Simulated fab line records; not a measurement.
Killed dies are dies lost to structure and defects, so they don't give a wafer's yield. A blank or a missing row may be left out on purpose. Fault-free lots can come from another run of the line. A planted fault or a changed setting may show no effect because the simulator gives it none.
Matching of chambers + flow sky130 + 4 sister chambers for SKY_SPACER_ETCHBACK_02 on rie-diel-01
The step etches Si3N4 in CH3F/O2, stops on SiO2, time 46.7 s, target depth 45 nm. 15 wafers are shown with their chamber, then 7 later ones without.

## WAFERS, EACH WITH ITS CHAMBER
| wafer  | chamber | drypump-motor-current-A (A) | throttle-valve-pct (%) | oes-product-au (a.u.) |
|--------|---------|-----------------------------|------------------------|-----------------------|
| L960.1 | 0       | 5.5                         | 10.570                 | 0.850                 |
| L960.5 | 0       | 5.6                         | 10.549                 | 0.856                 |
| L960.6 | 3       | 5.4                         | 10.576                 | 0.846                 |
| L961.1 | 1       | 6.2                         | 10.564                 | 0.855                 |
| L961.2 | 0       | 5.5                         | 10.568                 | 0.853                 |
| L961.6 | 2       | 5.3                         | 10.561                 | 0.859                 |
| L963.4 | 2       | 5.3                         | 10.576                 | 0.842                 |
| L963.6 | 3       | 5.4                         | 10.568                 | 0.856                 |
| L964.1 | 0       | 5.5                         | 10.569                 | 0.856                 |
| L964.4 | 2       | 5.3                         | 10.563                 | 0.857                 |
| L973.1 | 0       | 5.6                         | 10.572                 | 0.856                 |
| L973.3 | 3       | 5.4                         | 10.577                 | 0.845                 |
| L973.5 | 3       | 5.4                         | 10.563                 | 0.855                 |
| L974.2 | 0       | 5.5                         | 10.555                 | 0.853                 |
| L974.3 | 3       | 5.4                         | 10.566                 | 0.857                 |

SIGNATURES (means of the wafers above)
| reading                 | chamber 0 | chamber 1 | chamber 2 | chamber 3 | scatter within a chamber |
|-------------------------|-----------|-----------|-----------|-----------|--------------------------|
| drypump-motor-current-A | 5.533     | 6.200     | 5.300     | 5.400     | 0.0348                   |
| throttle-valve-pct      | 10.56383  | 10.56400  | 10.56667  | 10.57000  | 0.00817                  |
| oes-product-au          | 0.85400   | 0.85500   | 0.85267   | 0.85180   | 0.00554                  |
Rule: a wafer lies at a distance from a chamber equal to the root of the sum of squares, over the readings, of (its reading less the chamber's mean, divided by the reading's scatter). If the next closest chamber is less than 2 further off than the closest, the wafer can't be placed; otherwise it belongs to the closest. The scatter: take each reading less its chamber's mean, square it, sum over the shown wafers, divide by the number of wafers less the number of chambers, and take the root.

## WAFERS WITH NO CHAMBER GIVEN
| wafer  | drypump-motor-current-A (A) | throttle-valve-pct (%) | oes-product-au (a.u.) |
|--------|-----------------------------|------------------------|-----------------------|
| L974.4 | 5.3                         | 10.548                 | 0.866                 |
| L975.1 | 5.5                         | 10.559                 | 0.854                 |
| L975.5 | 5.5                         | 10.578                 | 0.854                 |
| L975.6 | 5.4                         | 10.565                 | 0.870                 |
| L977.4 | 5.3                         | 10.543                 | 0.856                 |
| L977.5 | 5.5                         | 10.552                 | 0.863                 |
| L977.6 | 5.4                         | 10.569                 | 0.854                 |

## THE CHAMBER EACH PASSED THROUGH
| wafer  | from the rows above          | in truth |
|--------|------------------------------|----------|
| L974.4 | can't be placed: 2 or 3      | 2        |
| L975.1 | 0                            | 0        |
| L975.5 | can't be placed: 0 or 3      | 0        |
| L975.6 | can't be placed: 3 or 2 or 0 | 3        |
| L977.4 | can't be placed: 2 or 3      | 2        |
| L977.5 | can't be placed: 0 or 3      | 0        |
| L977.6 | 3                            | 3        |
2 of 7 placed correctly. Can't be placed from these rows: 5 (the true chamber is among the candidates in 5). 0 placed wrongly.
